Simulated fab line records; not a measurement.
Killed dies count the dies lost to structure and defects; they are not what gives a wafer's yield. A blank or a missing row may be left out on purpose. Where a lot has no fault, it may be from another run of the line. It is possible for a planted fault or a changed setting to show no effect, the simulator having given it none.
The same fault as seen by 2 desks + flow sky130 + each desk has only its own numbers; what lay behind them comes last

== AT THE METROLOGY DESK ==
What the gauges read, lot by lot, whatever tool the lot ran on: means of the sampled wafers that have a number. Any lot whose mean is over 4 standard deviations away from the usual mean is out of limits and marked OUT; that distance is given in the brackets.
Columns: A = PWDE_RS at SKY_NWELL_RS_MEAS_31, usual 5274 ohm/sq; B = VT_ADJUST_LVTN_2_TW at SKY_VT_ADJUST_LVTN_TW_MEAS_21, usual 190.3; C = SONOS_ONO_OXIDATION_THK at SKY_SONOS_ONO_THK_MEAS_01, usual 2.59 nm
| lot  | first seen here | A    | B     | C    |
|------|-----------------|------|-------|------|
| L637 | day 5 04:18     | 5265 | 190.5 | 2.61 |
| L638 | day 6 02:20     | 5262 | 190.4 | 2.63 |
| L641 | day 6 08:38     | 5269 | 190.4 | 2.58 |
| L640 | day 6 08:52     | 5291 | 191.8 | 2.48 |
| L642 | day 6 12:42     | 5263 | 189.5 | 2.63 |
| L643 | day 6 18:38     | 5276 | 191.0 | 2.49 |
| L644 | day 7 00:36     | 5249 | 188.8 | 2.49 |
| L646 | day 7 14:31     | 5282 | 191.7 | 2.53 |
| L652 | day 9 23:44     | 5278 | 192.1 | 2.72 |
| L656 | day 10 07:16    | 5268 | 191.5 | 2.66 |
| L659 | day 10 21:23    | 5270 | 187.1 | 2.65 |
| L658 | day 10 21:48    | 5271 | 190.5 | 2.63 |
| L660 | day 11 10:12    | 5260 | 186.5 | 2.70 |
This desk's finding: nothing out of limits on any of the 13 lots.

== THE TOOL OWNER'S DESK: wet_bench-04 ==
The tool's own readings at SKY_SONOS_TUNNEL_WET_ETCH_10 (etches SiO2 in dHF, target depth 14 nm, time 280 s): means of the sampled wafers that have a number, for each lot that ran on this tool. Any lot whose mean is over 4 standard deviations away from the usual mean is out of limits and marked OUT; that distance is given in the brackets.
Columns: A = run_length_s at SKY_SONOS_TUNNEL_WET_ETCH_10, usual 308 s
| lot  | first seen here | A             |
|------|-----------------|---------------|
| L638 | day 12 07:18    | 307           |
| L642 | day 12 22:35    | 306           |
| L646 | day 14 07:08    | 306           |
| L652 | day 17 09:32    | 113 (-53) OUT |
This desk's verdict: out of limits on L652, starting with L652 at day 17 09:32 (run_length_s at SKY_SONOS_TUNNEL_WET_ETCH_10). L638, L642, L646: within limits.

== ALL TOGETHER ==
The tool owner's desk had the chance to raise an alarm at day 17 09:32 on L652.
From the metrology desk's view, nothing was out of limits.
The metrology desk has L652 on record, within its limits.
On wet_bench-04, each named lot ran SKY_SONOS_TUNNEL_WET_ETCH_10.

== WHAT HAD BEEN PUT IN BY THE SIMULATOR ==
wet_bench-04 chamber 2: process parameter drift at SKY_SONOS_TUNNEL_WET_ETCH_10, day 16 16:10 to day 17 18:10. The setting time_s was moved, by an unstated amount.
Lots struck among those shown: L652.
Hours from the fault's start to each desk's first reading out of limits: the tool owner's desk, 17.
